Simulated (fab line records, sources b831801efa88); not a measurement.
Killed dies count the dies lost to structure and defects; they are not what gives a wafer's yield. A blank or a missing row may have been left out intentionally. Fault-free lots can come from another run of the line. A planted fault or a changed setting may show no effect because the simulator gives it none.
A lot that was struck, set against a sound lot ; flow sky130 ; 15 steps out of a route of 708
Sound: wafers L846.1, L846.3, L846.5. Wafers L855.1, L855.3, L855.4 were the ones struck. At the end, the cause is stated.
For every step that has rows: the tool of each side, followed by ch and its chambers, followed by its first start. Under that, the readings that differ: sound wafers ; struck wafers ; difference of the means ; sigmas: that difference in standard deviations of wafers without a fault.
alike: readings with means less than 2 such deviations apart, plus words and numbers identical on both sides. not compared: withheld readings, readings lacking a value on some wafer, bounds such as >300 that could conceal the same value, and numbers that have no deviation in the record and whose values overlap.
Wherever a step has rows on one side only, a row that says differs or no value, or a row with sigmas, the two part there. When numbers do not overlap yet have no deviation, they are printed without sigmas and do not part them. A reading missing from all wafers of one side parts the sides only when that side holds two or more wafers.

SKY_SPACER_ETCHBACK_02: etches Si3N4 in CH3F/O2, stops on SiO2, time 46.7 s, target depth 45 nm.
  sound on rie_diel-04 ch 0,1, day 23 16:08; struck on rie_diel-01 ch 2,3, day 26 23:46
  alike: drypump_motor_current_A, oes_product_au, throttle_valve_pct
  not compared: rf_hours_counter_h
then, 8 steps without rows for these wafers: SKY_POLY_CUT_DEHYDRATE_00 (time 60 s); SKY_POLY_CUT_HMDS_01 (prime time 60 s); SKY_POLY_CUT_COAT_02 (resist thk 60 nm); SKY_POLY_CUT_COAT_03 (resist thk 450 nm); SKY_POLY_CUT_SOFTBAKE_04 (time 90 s); SKY_POLY_CUT_EXPOSE_05 (exposes mask NPCM, target cd 270 nm); SKY_POLY_CUT_PEB_06; SKY_POLY_CUT_DEVELOP_07 (develop time 60 s).
SKY_POLY_CUT_CD_MEAS_08: target cd 270 nm.
  struck on cd_sem-02, day 28 04:50; sound on cd_sem-01, day 24 22:15
  alike: cd_nm
SKY_POLY_CUT_OVL_MEAS_09:
  struck on overlay-02, day 28 04:58; sound on overlay-02, day 24 22:22
  alike: POLY_CUT_OVL
SKY_POLY_CUT_ETCH_10: etches BARC in N2/H2, stops on SiO2, time 45.9 s, target depth 60 nm.
  sound on rie_diel-02 ch 1,2,3, day 24 22:25; struck on rie_diel-04 ch 0,1,2, day 28 05:00
  alike: bias_w, chamber_pressure_mTorr, drypump_motor_current_A, h2_flow_sccm, oes_product_au, throttle_valve_pct
  not compared: rf_hours_counter_h
SKY_POLY_CUT_ETCH_11: etches Si3N4 in CF4/CH2F2/Ar, stops on poly-Si, time 42.5 s, target depth 60 nm.
  sound on rie_diel-02 ch 1,2,3, day 24 22:27; struck on rie_diel-04 ch 0,1,2, day 28 05:02
  no value came back on the struck wafers for any of 6 readings (bias_w (W), cf4_flow_sccm (sccm) and others); on the sound wafers bias_w (W) reads 150.8 150.6 150.7
  not compared: rf_hours_counter_h
SKY_POLY_CUT_STRIP_12: strips in O2/N2.
  sound on plasma_asher-04 ch 0,1, day 24 22:29; struck on plasma_asher-03 ch 0,1, day 28 05:05
  alike: drypump_motor_current_A, oes_product_au, strip_time_to_endpoint_s
  not compared: rf_hours_counter_h
-- a jump in the record: the struck wafers' starts before and after are 20 days apart (it breaks off in module POLY_CUT and resumes in module PAD_OPEN, where the first step shown is number 708 of the route) --
SKY_PAD_OPEN_PROBE_99:
  struck on prober-02, day 48 10:10; sound on prober-01, day 46 06:19
reading;sound;struck;difference;sigmas
hold;- - -;await_dispo/2.2h/scrap await_dispo/2.2h/scrap await_dispo/2.2h/scrap;no value on the sound wafers;
killed_at_front_end;17 7 13;422 428 435;+416;+97
killed_dies;89 67 83;492 492 492;+412;+43
killed_on_rim;17 9 16;96 96 96;+82;+23
  alike: killed_at_M0_to_M3, killed_at_M4_up, killed_at_contacts, killed_at_other, killed_open, killed_short

== WHERE THEY PART ==
Earliest at SKY_POLY_CUT_ETCH_11; latest, in this record, at SKY_PAD_OPEN_PROBE_99.

WHY: the cause the simulator had injected
Step skipped in full: rie_diel-04, at SKY_POLY_CUT_ETCH_11, from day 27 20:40 onward. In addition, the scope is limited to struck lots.
